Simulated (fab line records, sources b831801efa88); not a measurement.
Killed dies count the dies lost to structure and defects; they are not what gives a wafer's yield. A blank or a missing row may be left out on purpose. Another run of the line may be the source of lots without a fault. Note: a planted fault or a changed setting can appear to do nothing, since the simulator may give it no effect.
fab line records + flow sfqLine
[record]
- lots = 15
- wafers = 45
- lastDay = 75
route steps=325 shown M8@315
lots that met no fault: from a run of the same line without faults
startH: hours from the record's opening day to when the first of the lot's shown wafers began + waitH: hours elapsed since this lot's preceding step + " the same as in the row above + L1.1+2: one row covering several wafers at once + - value missing, or start not given + * or withheld: withheld + < > ~ a bound
route shown NAME@n: NAME is a module with steps in the file, n the number in the route of the first one + usual: mean/standard deviation of fault-free wafers + same: alike in all rows + chamber/n: place in a boat + sites: the reading at each site + _std_site: standard deviation of those values + _edge_site: the outer-site mean with the inner-site mean subtracted + radiusMm: for every site, how far away it sits from the centre of the wafer + mask NAME#n: copy n + behind: the most recent tool/chamber to have shaped the wafer + hold: what put the lot on hold/how long, in hours/how the hold closed + device: the n, p or np transistor that did not switch + end of line: the tests these same wafers got at the end of their route + step lacking rows: just its recipe + killed: dies lost to structure and defects at the first sort, not the wafer's yield + map: shows each die of a wafer: x if killed, . if not, _ if none is there
set.NAME: the setting as run; set.NAME@STEP: as run at that earlier step + model.NAME: the simulator's own value behind a step, which no gauge read
route steps across a sampled set of lots; one table per step, one row per wafer
services: from which hour (startH, from the record's first day; less than 0 if before it) a tool's chamber was out of use, for how many hours, and why
[[steps]]
[step SFQ_TRILAYER_M8_LITHO_EXPOSE_194]
[recipe]
- maskId = M8
- na = 0.6
- sourceShape = conventional
- sigmaOuter = 0.65
- targetCdNm = 2000
- doseMj = 14.4
[usual]
- exposureDoseMJCm2 = 14.402/0.016
- focusOffsetNm = 0.0/0.47
| lot.wafer | tool          | chamber | startH  | waitH | mask | exposureDoseMJCm2 | focusOffsetNm |
|-----------|---------------|---------|---------|-------|------|-------------------|---------------|
| L845.3    | krfScanner-01 | 0       | 1636.15 | -     | M8#0 | 14.408            | 0.1           |
| L845.4    | "             | 0       | "       | "     | M8#0 | 14.416            | -0.2          |
| L845.5    | "             | 0       | "       | "     | M8#0 | 14.412            | 0.9           |
| L846.4    | krfScanner-01 | 0       | 1642.35 | -     | M8#0 | 14.419            | 0.5           |
| L846.5    | "             | 0       | "       | "     | M8#0 | 14.405            | 0.5           |
| L846.6    | "             | 0       | "       | "     | M8#0 | 14.420            | -0.1          |
| L847.1    | krfScanner-01 | 0       | 1647.75 | -     | M8#0 | 14.397            | -0.2          |
| L847.2    | "             | 0       | "       | "     | M8#0 | 14.403            | 0.2           |
| L847.3    | "             | 0       | "       | "     | M8#0 | 14.379            | 0.4           |
| L848.1    | krfScanner-01 | 0       | 1719.61 | -     | M8#0 | 14.392            | 0.0           |
| L848.3    | "             | 0       | "       | "     | M8#0 | 14.406            | 1.0           |
| L848.6    | "             | 0       | "       | "     | M8#0 | 14.423            | 0.4           |
| L849.1    | krfScanner-01 | 0       | 1720.81 | -     | M8#0 | 14.416            | 0.4           |
| L849.2    | "             | 0       | "       | "     | M8#0 | 14.402            | -0.2          |
| L849.5    | "             | 0       | "       | "     | M8#0 | 14.397            | 0.2           |
| L853.1    | krfScanner-01 | 0       | 1729.21 | -     | M8#0 | 14.397            | 0.1           |
| L853.2    | "             | 0       | "       | "     | M8#0 | 14.373            | 0.2           |
| L853.3    | "             | 0       | "       | "     | M8#0 | 14.400            | -0.9          |
| L854.1    | krfScanner-01 | 0       | 1731.61 | -     | M8#0 | 14.410            | -0.4          |
| L854.3    | "             | 0       | "       | "     | M8#0 | 14.403            | 0.4           |
| L854.6    | "             | 0       | "       | "     | M8#0 | 14.403            | 0.4           |
| L855.1    | krfScanner-01 | 0       | 1732.81 | -     | M8#0 | 14.392            | 0.5           |
| L855.5    | "             | 0       | "       | "     | M8#0 | 14.364            | 0.0           |
| L855.6    | "             | 0       | "       | "     | M8#0 | 14.389            | 0.1           |
| L856.1    | krfScanner-01 | 0       | 1734.01 | -     | M8#0 | 14.406            | -0.2          |
| L856.4    | "             | 0       | "       | "     | M8#0 | 14.395            | -0.3          |
| L856.5    | "             | 0       | "       | "     | M8#0 | 14.401            | 0.4           |
| L859.2    | krfScanner-01 | -       | 1739.01 | -     | M8#0 | -                 | -             |
| L859.4    | "             | -       | "       | "     | M8#0 | -                 | -             |
| L859.5    | "             | -       | "       | "     | M8#0 | -                 | -             |
| L860.1    | krfScanner-01 | -       | 1744.60 | -     | M8#0 | -                 | -             |
| L860.4    | "             | -       | "       | "     | M8#0 | -                 | -             |
| L860.6    | "             | -       | "       | "     | M8#0 | -                 | -             |
| L861.2    | krfScanner-01 | -       | 1746.00 | -     | M8#0 | -                 | -             |
| L861.5    | "             | -       | "       | "     | M8#0 | -                 | -             |
| L861.6    | "             | -       | "       | "     | M8#0 | -                 | -             |
| L862.1    | krfScanner-01 | 0       | 1749.40 | -     | M8#0 | 14.415            | -0.4          |
| L862.3    | "             | 0       | "       | "     | M8#0 | 14.416            | 0.0           |
| L862.5    | "             | 0       | "       | "     | M8#0 | 14.412            | 0.4           |
| L864.2    | krfScanner-01 | 0       | 1760.40 | -     | M8#0 | 14.425            | -0.2          |
| L864.3    | "             | 0       | "       | "     | M8#0 | 14.415            | -0.6          |
| L864.4    | "             | 0       | "       | "     | M8#0 | 14.409            | 0.4           |
| L868.1    | krfScanner-02 | 0       | 1806.83 | -     | M8#0 | 14.388            | 0.6           |
| L868.2    | "             | 0       | "       | "     | M8#0 | 14.388            | 0.4           |
| L868.3    | "             | 0       | "       | "     | M8#0 | 14.376            | -0.3          |
[[services]]
| tool          | chamber | startH  | hours | kind   |
|---------------|---------|---------|-------|--------|
| krfScanner-01 | -       | 1620.57 | 4.4   | pm     |
| krfScanner-02 | -       | 1625.50 | 4.0   | pm     |
| krfScanner-02 | -       | 1629.52 | 1.3   | pm     |
| krfScanner-02 | -       | 1662.09 | 0.3   | repair |
| krfScanner-01 | -       | 1664.26 | 1.3   | pm     |
| krfScanner-01 | -       | 1695.62 | 6.8   | repair |
| krfScanner-01 | -       | 1702.42 | 1.0   | pm     |
| krfScanner-02 | -       | 1710.33 | 0.3   | repair |
| krfScanner-01 | -       | 1712.86 | 0.8   | pm     |
| krfScanner-02 | -       | 1744.94 | 1.0   | pm     |
| krfScanner-02 | -       | 1761.54 | 0.8   | pm     |
[[key]]
[firstSign]
- step = SFQ_TRILAYER_M8_LITHO_EXPOSE_194
- reading = toolRecord
- direction = missing
effect none on later readings
metAt SFQ_TRILAYER_M8_LITHO_EXPOSE_194
struckLots L859,L860,L861
onsetBetween 1734.01 1739.01
[fault]
- kind = skippedStepWhole
- tool = krfScanner-01
- chamber = -
- onsetH = 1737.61
- steps = SFQ_TRILAYER_M8_LITHO_EXPOSE_194
- scope = struckLotsOnly
